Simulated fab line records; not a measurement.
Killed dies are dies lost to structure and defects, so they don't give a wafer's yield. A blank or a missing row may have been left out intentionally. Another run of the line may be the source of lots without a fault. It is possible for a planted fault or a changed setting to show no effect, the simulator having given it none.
Struck lot and sound lot, side by side | flow gf180mcu | 14 out of 602 route steps
Sound: these wafers, L262.2, L262.5, L262.6. Struck: wafers L277.2, L277.3, L277.5. At the end, the cause is stated.
For every step that has rows: the tool of each side, followed by ch and its chambers, followed by its first start. Under that, the readings that differ: sound wafers | struck wafers | difference of the means | sigmas: that difference in standard deviations of wafers without a fault.
alike: words and numbers the same on both sides, and readings whose means are apart by under 2 such deviations; not compared: readings that were withheld, readings missing a value for some wafer, numbers with overlapping values and no deviation given by the record, and bounds like >300 which may hide the same value.
A row with sigmas, a row that says differs or no value, or rows on one side alone: a step with any of these is where the two part. Numbers that have no deviation but don't overlap get no sigmas and don't part them. A reading that every wafer of one side lacks parts them only if that side has two wafers or more.

first, 4 steps without rows for these wafers: GF_V2_SOFTBAKE_10 (time 60 s); GF_V2_EXPOSE_11 (exposes mask Via2, target cd 260 nm); GF_V2_PEB_12 (peb time 90 s); GF_V2_DEVELOP_13 (develop time 60 s).
GF_V2_CD_MEAS_14 targets a cd of 260 nm.
  struck on cd_sem-02, day 26 07:22; sound on cd_sem-01, day 21 02:28
  reading    | sound             | struck            | difference | sigmas
  cd_nm (nm) | 256.9 256.4 256.4 | 260.9 261.7 262.1 | +5.0       | +3
GF_V2_OVL_MEAS_15:
  struck on overlay-02, day 26 07:28; sound on overlay-02, day 21 02:35
  alike: V2_OVL
GF_V2_ETCH_16: etches BARC in N2/H2.
  sound on rie_diel-03 ch 0,1,3, day 21 02:37; struck on rie_diel-03 ch 1,2,3, day 26 07:30
  alike: bias_w, drypump_motor_current_A, oes_product_au, throttle_valve_pct
GF_V2_ETCH_17: etches SiO2 in C4F8/O2/Ar, stops on TiN, target depth 630 nm.
  sound on rie_diel-03 ch 0,1,3; struck on rie_diel-03 ch 1,2,3
  alike: bias_w, oes_product_au
GF_V2_STRIP_18: strips in O2/N2.
  sound on plasma_asher-02 ch 0,1, day 21 02:44; struck on plasma_asher-03 ch 0, day 26 07:38
  alike: drypump_motor_current_A, heater_power_w, o2_flow_sccm, oes_product_au
  not compared: rf_hours_counter_h
then, 2 steps without rows for these wafers: GF_V2_STRIP_19 (strips in post etch residue remover, time 1200 s); GF_V2_CLEAN_20 (cleans in DIW).
GF_V2_SPUTTER_21: material Ti, target thk 15 nm, time 80.02 s.
  struck on pvd_sputter-02, day 26 08:11; sound on pvd_sputter-03, day 21 03:19
  alike: cathode_dc_power_W, chamber_pressure_pa, throttle_valve_pct
GF_V2_SPUTTER_22: material TiN, target thk 10 nm, time 40 s.
  struck on pvd_sputter-02, day 26 08:14; sound on pvd_sputter-03, day 21 03:22
  no value came back on the struck wafers for cathode_dc_power_W (W), chamber_pressure_pa (Pa), throttle_valve_pct (%); on the sound wafers cathode_dc_power_W (W) reads 3999.6 3999.9 4001.1
GF_V2_CVD_23: deposits W, target thk 350 nm, time 104.94 s.
  sound on cvd_w-02 ch 0,1, day 21 03:25; struck on cvd_w-01 ch 0,1, day 26 08:17
  alike: heater_power_w

== WHERE THEY PART ==
Last at GF_V2_SPUTTER_22 as far as this record goes, first at GF_V2_CD_MEAS_14. Later steps at which nothing parts them and some readings are alike: GF_V2_CVD_23.

WHY: what the simulator had put in
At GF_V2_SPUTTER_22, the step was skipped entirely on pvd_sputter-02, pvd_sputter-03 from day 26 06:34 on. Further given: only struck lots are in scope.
